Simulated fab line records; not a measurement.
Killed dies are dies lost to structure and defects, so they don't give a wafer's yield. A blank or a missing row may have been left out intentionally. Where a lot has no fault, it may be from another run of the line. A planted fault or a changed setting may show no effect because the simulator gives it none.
fab line records	flow sky130
[record] lots = 24	wafers = 72	lastDay = 50
route steps=708 shown CONTACT@425 VIA1@470 METAL2@498 METAL3@564 VIA3@594
lots untouched by any fault: they come from a run of this same line in which no faults occurred
startH: hours from the record's opening day to when the first of the lot's shown wafers began	waitH: hours since the lot's step before	" identical to the entry in the row above	L1.1+2: one row covering several wafers at once	- value missing, or start not given	* or withheld: withheld	< > ~ a bound
route shown NAME@n: names a module that has steps shown in the file, with the first one's number in the route	usual: mean/standard deviation of fault-free wafers	same: alike in all rows	chamber/n: place in a boat	sites: per-site readings	_std_site: the standard deviation of these	_edge_site: inner sites' mean taken away from outer sites' mean	radiusMm: how far each site lies from the wafer's centre	mask NAME#n: copy n	behind: the most recent tool/chamber to have shaped the wafer	hold: what put the lot on hold/how long, in hours/how the hold closed	device: names the non-switching transistor (n, p or np)	end of line: tests run on the same wafers once the route is complete	step lacking rows: just its recipe	killed: dies that structure and defects cost at the first sort, which is not the same as the wafer's yield	map: per-die view of a wafer (x killed, . not killed, _ where there is no die)
set.NAME: the setting the step ran with; set.NAME@STEP: the setting that earlier step ran with	model.NAME: the simulator's own value behind a step, which no gauge read
route steps across a sampled set of lots; one table per step, one row per wafer
services: a tool's chamber out of use, with start hour (startH, from the record's first day; less than 0 if before it), hours out, and reason
[[steps]]
[step SKY_CONTACT_STRIP_19]
[recipe] chemistry = O2/N2	powerW = 1400	pressureMtorr = 1500	platenTempC = withheld	o2FlowSccm = 3000	n2FlowSccm = 300	overashFraction = 0.5
[usual] drypumpMotorCurrentA = 5.8/0.46	o2FlowSccm = 3000/10	oesProductAu = 0.381/0.0051	stripTimeToEndpointS = 3.61/0.052
lot.wafer	tool	chamber	startH	waitH	drypumpMotorCurrentA	o2FlowSccm	oesProductAu	rfHoursCounterH	stripTimeToEndpointS
L074.1	plasmaAsher-03	0	740.38	-	6.2	2989	0.386	62	3.65
L074.2	"	1	"	"	6.2	2994	0.379	62	3.56
L074.6	"	1	"	"	6.2	2990	0.372	-	3.57
L075.1	plasmaAsher-04	0	749.52	-	5.6	3001	0.384	32	3.58
L075.2	"	1	"	"	4.9	3015	0.383	32	3.67
L075.6	"	1	"	"	4.9	3009	0.374	-	3.61
L077.3	plasmaAsher-04	0	770.16	-	5.6	3020	0.381	-	3.58
L077.5	"	1	"	"	4.9	2988	0.391	-	3.65
L077.6	"	0	"	"	5.6	3015	0.382	-	3.68
L076.4	plasmaAsher-04	0	775.66	-	5.6	3014	0.379	-	3.60
L076.5	"	0	"	"	5.6	3017	0.387	-	3.60
L076.6	"	1	"	"	4.9	2989	0.383	-	3.66
L078.1	plasmaAsher-03	1	783.09	-	6.2	3003	0.386	66	3.68
L078.4	"	1	"	"	6.3	3010	0.369	-	3.57
L078.6	"	1	"	"	6.2	3001	0.380	-	3.60
L079.1	plasmaAsher-03	1	783.98	-	6.2	2990	0.378	66	3.59
L079.4	"	1	"	"	6.3	3000	0.374	-	3.54
L079.6	"	0	"	"	6.2	3002	0.371	-	3.60
L080.1	plasmaAsher-02	0	792.27	-	5.8	2985	0.379	5	3.59
L080.2	"	1	"	"	6.1	2997	0.376	5	3.54
L080.5	"	0	"	"	5.8	2981	0.386	-	3.64
L081.2	plasmaAsher-03	1	802.52	-	6.2	3000	0.378	68	3.51
L081.4	"	1	"	"	6.2	2995	0.381	-	3.58
L081.6	"	1	"	"	6.2	3001	0.381	-	3.51
L082.1	plasmaAsher-03	1	812.92	-	6.2	3011	0.383	69	3.66
L082.2	"	0	"	"	6.2	3010	0.378	69	3.60
L082.5	"	0	"	"	6.2	3001	0.379	-	3.63
L083.3	plasmaAsher-04	0	818.96	-	5.6	2997	0.382	-	3.59
L083.4	"	1	"	"	4.9	2993	0.383	-	3.59
L083.6	"	1	"	"	4.9	3005	0.377	-	3.55
L084.4	plasmaAsher-03	0	825.87	-	6.2	3012	0.385	-	3.59
L084.5	"	0	"	"	6.2	2995	0.387	-	3.61
L084.6	"	1	"	"	6.2	2999	0.383	-	3.55
L085.2	plasmaAsher-03	0	837.83	-	6.2	3009	0.388	72	3.70
L085.4	"	1	"	"	6.2	3018	0.384	-	3.68
L085.6	"	1	"	"	6.2	3014	0.370	-	3.56
L086.2	plasmaAsher-03	0	842.54	-	6.2	3002	0.379	72	3.57
L086.3	"	0	"	"	6.2	3005	0.388	-	3.66
L086.6	"	0	"	"	6.2	2996	0.383	-	3.57
L087.1	plasmaAsher-04	1	848.40	-	4.9	2985	0.381	42	3.60
L087.4	"	1	"	"	4.9	2996	0.381	-	3.60
L087.6	"	0	"	"	5.6	3014	0.381	-	3.59
L088.3	plasmaAsher-02	1	857.01	-	6.0	3009	0.388	-	3.60
L088.5	"	1	"	"	6.0	3016	0.382	-	3.66
L088.6	"	0	"	"	5.8	3002	0.381	-	3.61
L089.3	plasmaAsher-03	1	863.07	-	6.2	2985	0.376	-	3.54
L089.4	"	0	"	"	6.2	2995	0.380	-	3.56
L089.6	"	1	"	"	6.2	2996	0.387	-	3.65
L090.2	plasmaAsher-03	1	872.63	-	6.2	3007	0.374	78	3.63
L090.4	"	0	"	"	6.2	3004	0.386	-	3.71
L090.5	"	0	"	"	6.2	2993	0.387	-	3.63
L091.2	plasmaAsher-04	0	877.72	-	5.6	3003	0.386	43	3.58
L091.3	"	0	"	"	5.6	3008	0.377	-	3.63
L091.5	"	0	"	"	5.6	3010	0.379	-	3.60
L092.1	plasmaAsher-02	1	884.53	-	6.0	3003	0.381	16	3.63
L092.2	"	0	"	"	5.8	3000	0.372	16	3.53
L092.6	"	0	"	"	5.8	3006	0.387	-	3.71
L093.3	plasmaAsher-02	0	887.66	-	5.8	2995	0.379	-	3.62
L093.4	"	1	"	"	6.1	2983	0.385	-	3.57
L093.6	"	1	"	"	6.1	2984	0.384	-	3.59
L094.1	plasmaAsher-02	1	893.78	-	6.1	2992	0.379	18	3.68
L094.3	"	1	"	"	6.1	2979	0.376	-	3.62
L094.6	"	1	"	"	6.0	2982	0.381	-	3.57
L095.2	plasmaAsher-02	0	900.93	-	5.8	2988	0.381	18	3.55
L095.3	"	0	"	"	5.8	2986	0.375	-	3.59
L095.4	"	1	"	"	6.1	3008	0.382	-	3.55
L096.1	plasmaAsher-02	0	905.14	-	5.8	2995	0.372	19	3.57
L096.2	"	1	"	"	6.1	3013	0.378	19	3.52
L096.3	"	1	"	"	6.1	3001	0.380	-	3.64
L097.3	plasmaAsher-04	1	920.71	-	4.9	3008	0.388	-	3.70
L097.4	"	0	"	"	5.6	3012	0.370	-	3.57
L097.5	"	0	"	"	5.6	3024	0.380	-	3.58
[step SKY_VIA1_CD_MEAS_12]
[recipe] targetCdNm = 150
[usual] cdNm = 150.1/1.7
lot.wafer	tool	chamber	startH	waitH	cdNm
L074.1	cdSem-01	-	794.68	-	150.8
L074.2	"	-	"	"	153.1
L074.6	"	-	"	"	151.4
L075.1	cdSem-02	-	802.60	-	150.6
L075.2	"	-	"	"	149.1
L075.6	"	-	"	"	150.5
L077.3	cdSem-01	-	821.47	-	148.0
L077.5	"	-	"	"	149.2
L077.6	"	-	"	"	149.0
L076.4	cdSem-01	-	827.09	-	152.2
L076.5	"	-	"	"	150.0
L076.6	"	-	"	"	149.1
L078.1	cdSem-02	-	833.28	-	149.2
L078.4	"	-	"	"	147.6
L078.6	"	-	"	"	148.9
L079.1	cdSem-01	-	834.78	-	150.4
L079.4	"	-	"	"	151.0
L079.6	"	-	"	"	150.3
L080.1	cdSem-01	-	844.68	-	149.0
L080.2	"	-	"	"	149.5
L080.5	"	-	"	"	150.2
L081.2	cdSem-01	-	854.87	-	149.5
L081.4	"	-	"	"	148.8
L081.6	"	-	"	"	150.6
L082.1	cdSem-02	-	865.60	-	150.9
L082.2	"	-	"	"	151.8
L082.5	"	-	"	"	152.3
L083.3	cdSem-01	-	873.53	-	147.9
L083.4	"	-	"	"	147.2
L083.6	"	-	"	"	147.3
L084.4	cdSem-02	-	880.35	-	151.9
L084.5	"	-	"	"	149.9
L084.6	"	-	"	"	152.8
L085.2	cdSem-01	-	891.77	-	150.8
L085.4	"	-	"	"	152.4
L085.6	"	-	"	"	149.7
L086.2	cdSem-02	-	896.57	-	148.2
L086.3	"	-	"	"	147.6
L086.6	"	-	"	"	147.2
L087.1	cdSem-01	-	902.38	-	150.6
L087.4	"	-	"	"	149.2
L087.6	"	-	"	"	151.1
L088.3	cdSem-02	-	910.93	-	151.7
L088.5	"	-	"	"	151.0
L088.6	"	-	"	"	152.8
L089.3	cdSem-01	-	916.73	-	149.1
L089.4	"	-	"	"	149.1
L089.6	"	-	"	"	149.7
L090.2	cdSem-02	-	926.61	-	151.1
L090.4	"	-	"	"	152.3
L090.5	"	-	"	"	151.7
L091.2	cdSem-02	-	931.71	-	145.0
L091.3	"	-	"	"	146.6
L091.5	"	-	"	"	147.2
L092.1	cdSem-01	-	941.62	-	150.9
L092.2	"	-	"	"	150.9
L092.6	"	-	"	"	150.0
L093.3	cdSem-01	-	942.77	-	151.2
L093.4	"	-	"	"	150.8
L093.6	"	-	"	"	149.7
L094.1	cdSem-02	-	947.03	-	152.4
L094.3	"	-	"	"	152.4
L094.6	"	-	"	"	151.8
L095.2	cdSem-02	-	952.98	-	151.8
L095.3	"	-	"	"	151.0
L095.4	"	-	"	"	151.4
L096.1	cdSem-01	-	958.04	-	147.9
L096.2	"	-	"	"	148.3
L096.3	"	-	"	"	147.3
L097.3	cdSem-01	-	973.22	-	150.2
L097.4	"	-	"	"	150.9
L097.5	"	-	"	"	151.5
[step SKY_VIA1_CVD_21]
[recipe] material = W	targetThkNm = 270	timeS = 80.902	tempC = 400	pressureTorr = 40
[usual] heaterPowerW = 933/120
lot.wafer	tool	chamber	startH	waitH	heaterPowerW
L074.1	cvdW-01	0	795.63	0.0	925
L074.2	"	1	"	"	787
L074.6	"	0	"	"	926
L075.1	cvdW-02	0	803.50	0.0	1118
L075.2	"	1	"	"	925
L075.6	"	0	"	"	1085
L077.3	cvdW-02	1	822.36	0.1	936
L077.5	"	1	"	"	934
L077.6	"	0	"	"	1109
L076.4	cvdW-01	1	827.96	0.1	796
L076.5	"	0	"	"	925
L076.6	"	1	"	"	773
L078.1	cvdW-02	0	834.18	0.0	1108
L078.4	"	0	"	"	1096
L078.6	"	1	"	"	908
L079.1	cvdW-01	0	835.68	0.0	942
L079.4	"	1	"	"	808
L079.6	"	0	"	"	932
L080.1	cvdW-02	0	845.62	0.0	1097
L080.2	"	1	"	"	944
L080.5	"	0	"	"	1125
L081.2	cvdW-02	0	855.74	0.0	1080
L081.4	"	1	"	"	932
L081.6	"	1	"	"	943
L082.1	cvdW-01	0	866.53	0.0	928
L082.2	"	1	"	"	764
L082.5	"	1	"	"	799
L083.3	cvdW-01	0	874.42	0.1	954
L083.4	"	1	"	"	798
L083.6	"	0	"	"	923
L084.4	cvdW-01	0	881.23	0.1	946
L084.5	"	1	"	"	771
L084.6	"	0	"	"	932
L085.2	cvdW-02	0	892.65	0.0	1115
L085.4	"	0	"	"	1112
L085.6	"	1	"	"	919
L086.2	cvdW-01	0	897.46	0.0	951
L086.3	"	0	"	"	947
L086.6	"	0	"	"	920
L087.1	cvdW-01	0	903.29	0.0	939
L087.4	"	0	"	"	921
L087.6	"	0	"	"	952
L088.3	cvdW-02	0	912.22	0.1	1102
L088.5	"	1	"	"	930
L088.6	"	0	"	"	1123
L089.3	cvdW-02	0	917.79	0.1	1130
L089.4	"	1	"	"	946
L089.6	"	1	"	"	910
L090.2	cvdW-02	0	927.49	0.0	1124
L090.4	"	0	"	"	1089
L090.5	"	0	"	"	1119
L091.2	cvdW-02	0	932.58	0.0	1108
L091.3	"	1	"	"	919
L091.5	"	1	"	"	926
L092.1	cvdW-01	0	942.52	0.0	862
L092.2	"	1	"	"	765
L092.6	"	1	"	"	752
L093.3	cvdW-02	1	943.67	0.1	921
L093.4	"	0	"	"	1098
L093.6	"	0	"	"	1064
L094.1	cvdW-02	0	947.97	0.0	1112
L094.3	"	0	"	"	1093
L094.6	"	1	"	"	919
L095.2	cvdW-01	1	953.87	0.0	788
L095.3	"	0	"	"	842
L095.4	"	1	"	"	784
L096.1	cvdW-01	0	958.94	0.0	875
L096.2	"	1	"	"	767
L096.3	"	0	"	"	862
L097.3	cvdW-01	1	974.11	0.1	763
L097.4	"	0	"	"	821
L097.5	"	1	"	"	751
[step SKY_METAL2_CD_MEAS_15]
[recipe] targetCdNm = 140
[usual] cdNm = 140.1/1.5
lot.wafer	tool	chamber	startH	waitH	cdNm
L074.1	cdSem-02	-	820.23	-	141.0
L074.2	"	-	"	"	140.5
L074.6	"	-	"	"	140.3
L075.1	cdSem-01	-	827.85	-	140.6
L075.2	"	-	"	"	140.7
L075.6	"	-	"	"	141.2
L077.3	cdSem-01	-	848.44	-	142.4
L077.5	"	-	"	"	143.5
L077.6	"	-	"	"	145.0
L076.4	cdSem-02	-	854.50	-	140.6
L076.5	"	-	"	"	140.8
L076.6	"	-	"	"	141.0
L078.1	cdSem-02	-	861.04	-	141.3
L078.4	"	-	"	"	140.8
L078.6	"	-	"	"	142.0
L079.1	cdSem-01	-	862.94	-	137.8
L079.4	"	-	"	"	140.4
L079.6	"	-	"	"	137.7
L080.1	cdSem-01	-	871.90	-	140.8
L080.2	"	-	"	"	139.2
L080.5	"	-	"	"	140.4
L081.2	cdSem-02	-	882.22	-	140.4
L081.4	"	-	"	"	138.2
L081.6	"	-	"	"	142.0
L082.1	cdSem-01	-	891.40	-	139.9
L082.2	"	-	"	"	139.8
L082.5	"	-	"	"	139.5
L083.3	cdSem-02	-	903.74	-	139.7
L083.4	"	-	"	"	139.9
L083.6	"	-	"	"	140.3
L084.4	cdSem-01	-	906.20	-	138.3
L084.5	"	-	"	"	137.9
L084.6	"	-	"	"	137.9
L085.2	cdSem-01	-	919.45	-	141.3
L085.4	"	-	"	"	138.6
L085.6	"	-	"	"	138.2
L086.2	cdSem-02	-	922.35	-	138.2
L086.3	"	-	"	"	136.4
L086.6	"	-	"	"	138.8
L087.1	cdSem-02	-	929.20	-	139.1
L087.4	"	-	"	"	140.1
L087.6	"	-	"	"	139.5
L088.3	cdSem-01	-	941.54	-	138.9
L088.5	"	-	"	"	140.0
L088.6	"	-	"	"	138.4
L089.3	cdSem-01	-	943.98	-	140.7
L089.4	"	-	"	"	141.8
L089.6	"	-	"	"	140.2
L090.2	cdSem-02	-	952.62	-	138.9
L090.4	"	-	"	"	138.6
L090.5	"	-	"	"	138.5
L091.2	cdSem-02	-	958.46	-	138.8
L091.3	"	-	"	"	138.7
L091.5	"	-	"	"	139.9
L092.1	cdSem-01	-	967.30	-	142.9
L092.2	"	-	"	"	144.2
L092.6	"	-	"	"	143.9
L093.3	cdSem-02	-	968.39	-	138.8
L093.4	"	-	"	"	138.2
L093.6	"	-	"	"	138.0
L094.1	cdSem-02	-	973.04	-	138.8
L094.3	"	-	"	"	138.8
L094.6	"	-	"	"	139.2
L095.2	cdSem-01	-	978.86	-	140.6
L095.3	"	-	"	"	141.1
L095.4	"	-	"	"	140.1
L096.1	cdSem-01	-	983.03	-	141.3
L096.2	"	-	"	"	140.1
L096.3	"	-	"	"	139.5
L097.3	cdSem-01	-	998.87	-	139.2
L097.4	"	-	"	"	140.9
L097.5	"	-	"	"	138.8
[step SKY_METAL3_OVL_MEAS_14]
[usual] METAL3_OVL = -2/6
lot.wafer	tool	chamber	startH	waitH	METAL3_OVL[nm]
L074.1	overlay-01	-	901.16	0.1	5
L074.2	"	-	"	"	-1
L074.6	"	-	"	"	-4
L075.1	overlay-02	-	908.12	0.1	-3
L075.2	"	-	"	"	-4
L075.6	"	-	"	"	-4
L077.3	overlay-02	-	928.18	0.1	0
L077.5	"	-	"	"	5
L077.6	"	-	"	"	-6
L076.4	overlay-02	-	934.62	0.1	-5
L076.5	"	-	"	"	0
L076.6	"	-	"	"	-8
L078.1	overlay-02	-	940.55	0.1	-2
L078.4	"	-	"	"	-7
L078.6	"	-	"	"	-7
L079.1	overlay-01	-	943.36	0.1	-6
L079.4	"	-	"	"	-6
L079.6	"	-	"	"	-3
L080.1	overlay-02	-	950.02	0.1	5
L080.2	"	-	"	"	9
L080.5	"	-	"	"	7
L081.2	overlay-01	-	959.16	0.1	2
L081.4	"	-	"	"	-5
L081.6	"	-	"	"	1
L082.1	overlay-01	-	970.15	0.1	9
L082.2	"	-	"	"	4
L082.5	"	-	"	"	7
L083.3	overlay-01	-	980.32	0.1	-1
L083.4	"	-	"	"	3
L083.6	"	-	"	"	3
L084.4	overlay-01	-	984.32	0.1	-10
L084.5	"	-	"	"	-12
L084.6	"	-	"	"	-7
L085.2	overlay-01	-	997.61	0.1	3
L085.4	"	-	"	"	2
L085.6	"	-	"	"	4
L086.2	overlay-01	-	999.31	0.1	0
L086.3	"	-	"	"	3
L086.6	"	-	"	"	2
L087.1	overlay-01	-	1003.77	0.1	7
L087.4	"	-	"	"	3
L087.6	"	-	"	"	0
L088.3	overlay-01	-	1016.11	0.1	-5
L088.5	"	-	"	"	-7
L088.6	"	-	"	"	-3
L089.3	overlay-02	-	1020.01	0.1	-22
L089.4	"	-	"	"	-10
L089.6	"	-	"	"	-14
L090.2	overlay-02	-	1026.76	0.1	-9
L090.4	"	-	"	"	-1
L090.5	"	-	"	"	-8
L091.2	overlay-02	-	1031.76	0.1	10
L091.3	"	-	"	"	7
L091.5	"	-	"	"	4
L092.1	overlay-02	-	1039.75	0.1	-5
L092.2	"	-	"	"	1
L092.6	"	-	"	"	-1
L093.3	overlay-01	-	1042.33	0.1	-10
L093.4	"	-	"	"	-5
L093.6	"	-	"	"	-2
L094.1	overlay-01	-	1045.32	0.1	-1
L094.3	"	-	"	"	0
L094.6	"	-	"	"	1
L095.2	overlay-02	-	1051.97	0.1	-9
L095.3	"	-	"	"	-3
L095.4	"	-	"	"	-9
L096.1	overlay-02	-	1053.66	0.1	-3
L096.2	"	-	"	"	-4
L096.3	"	-	"	"	3
L097.3	overlay-01	-	1070.38	0.1	-2
L097.4	"	-	"	"	7
L097.5	"	-	"	"	-5
[step SKY_VIA3_CVD_21]
[recipe] material = W	targetThkNm = 390	timeS = 117.31	tempC = 400	pressureTorr = 40
[usual] heaterPowerW = 940/130
lot.wafer	tool	chamber	startH	waitH	heaterPowerW
L074.1	cvdW-02	0	928.31	0.0	1110
L074.2	"	1	"	"	911
L074.6	"	0	"	"	1110
L075.1	cvdW-02	0	935.06	0.0	1128
L075.2	"	1	"	"	919
L075.6	"	0	"	"	1133
L077.3	cvdW-02	0	955.05	0.1	1107
L077.5	"	1	"	"	908
L077.6	"	0	"	"	1091
L076.4	cvdW-01	0	961.29	0.1	849
L076.5	"	0	"	"	873
L076.6	"	1	"	"	778
L078.1	cvdW-01	0	966.41	0.0	852
L078.4	"	1	"	"	755
L078.6	"	1	"	"	760
L079.1	cvdW-02	0	970.25	0.0	1137
L079.4	"	0	"	"	1088
L079.6	"	0	"	"	1111
L080.1	cvdW-02	1	976.63	0.0	928
L080.2	"	0	"	"	1116
L080.5	"	0	"	"	1100
L081.2	cvdW-01	0	986.05	0.0	876
L081.4	"	1	"	"	790
L081.6	"	0	"	"	860
L082.1	cvdW-01	1	996.15	0.0	781
L082.2	"	0	"	"	867
L082.5	"	0	"	"	879
L083.3	cvdW-02	1	1005.83	0.1	895
L083.4	"	0	"	"	1103
L083.6	"	1	"	"	941
L084.4	cvdW-01	1	1013.23	0.1	769
L084.5	"	1	"	"	770
L084.6	"	0	"	"	898
L085.2	cvdW-02	1	1023.06	0.0	925
L085.4	"	1	"	"	932
L085.6	"	1	"	"	937
L086.2	cvdW-02	0	1024.87	0.0	1109
L086.3	"	1	"	"	933
L086.6	"	0	"	"	1107
L087.1	cvdW-01	1	1029.60	0.0	790
L087.4	"	0	"	"	869
L087.6	"	0	"	"	867
L088.3	cvdW-01	1	1041.27	0.1	774
L088.5	"	1	"	"	792
L088.6	"	0	"	"	855
L089.3	cvdW-02	0	1046.43	0.1	1089
L089.4	"	1	"	"	935
L089.6	"	0	"	"	1152
L090.2	cvdW-02	0	1051.26	0.0	1103
L090.4	"	0	"	"	1116
L090.5	"	1	"	"	933
L091.2	cvdW-02	0	1056.12	0.0	1138
L091.3	"	0	"	"	1096
L091.5	"	0	"	"	1107
L092.1	cvdW-01	0	1064.27	0.0	889
L092.2	"	1	"	"	765
L092.6	"	0	"	"	828
L093.3	cvdW-02	0	1066.82	0.1	1119
L093.4	"	1	"	"	941
L093.6	"	1	"	"	941
L094.1	cvdW-01	0	1069.58	0.0	863
L094.3	"	0	"	"	880
L094.6	"	1	"	"	781
L095.2	cvdW-01	0	1076.69	0.0	852
L095.3	"	1	"	"	787
L095.4	"	0	"	"	882
L096.1	cvdW-02	1	1078.24	0.0	935
L096.2	"	0	"	"	1094
L096.3	"	0	"	"	1112
L097.3	cvdW-02	0	1093.95	0.1	1134
L097.4	"	1	"	"	931
L097.5	"	1	"	"	952
[[services]]
tool	chamber	startH	hours	kind
cvdW-02	-	724.72	14.6	pm
plasmaAsher-02	-	733.75	9.0	pm
cvdW-02	-	748.34	1.4	repair
cvdW-01	-	778.51	14.6	pm
cvdW-01	-	801.76	3.6	repair
cvdW-01	-	806.84	0.6	repair
cvdW-02	0	835.26	5.8	repair
plasmaAsher-04	-	854.42	21.9	repair
cvdW-02	0	882.43	4.0	repair
plasmaAsher-03	-	884.50	0.3	repair
cvdW-01	-	888.82	6.9	pm
cvdW-01	-	904.00	14.0	pm
cvdW-01	0	904.00	14.0	ventCycle
cvdW-01	1	904.00	14.0	ventCycle
cvdW-01	0	918.00	-	clean
cvdW-01	1	918.00	-	clean
plasmaAsher-03	-	930.92	2.9	repair
cvdW-01	-	932.68	0.5	repair
plasmaAsher-04	-	949.79	2.9	repair
cvdW-02	0	977.91	9.5	repair
cvdW-02	-	984.61	0.4	repair
cvdW-02	-	1032.11	2.1	repair
plasmaAsher-02	-	1041.96	2.9	repair
cvdW-02	-	1046.51	2.8	pm
[[key]]
fault none
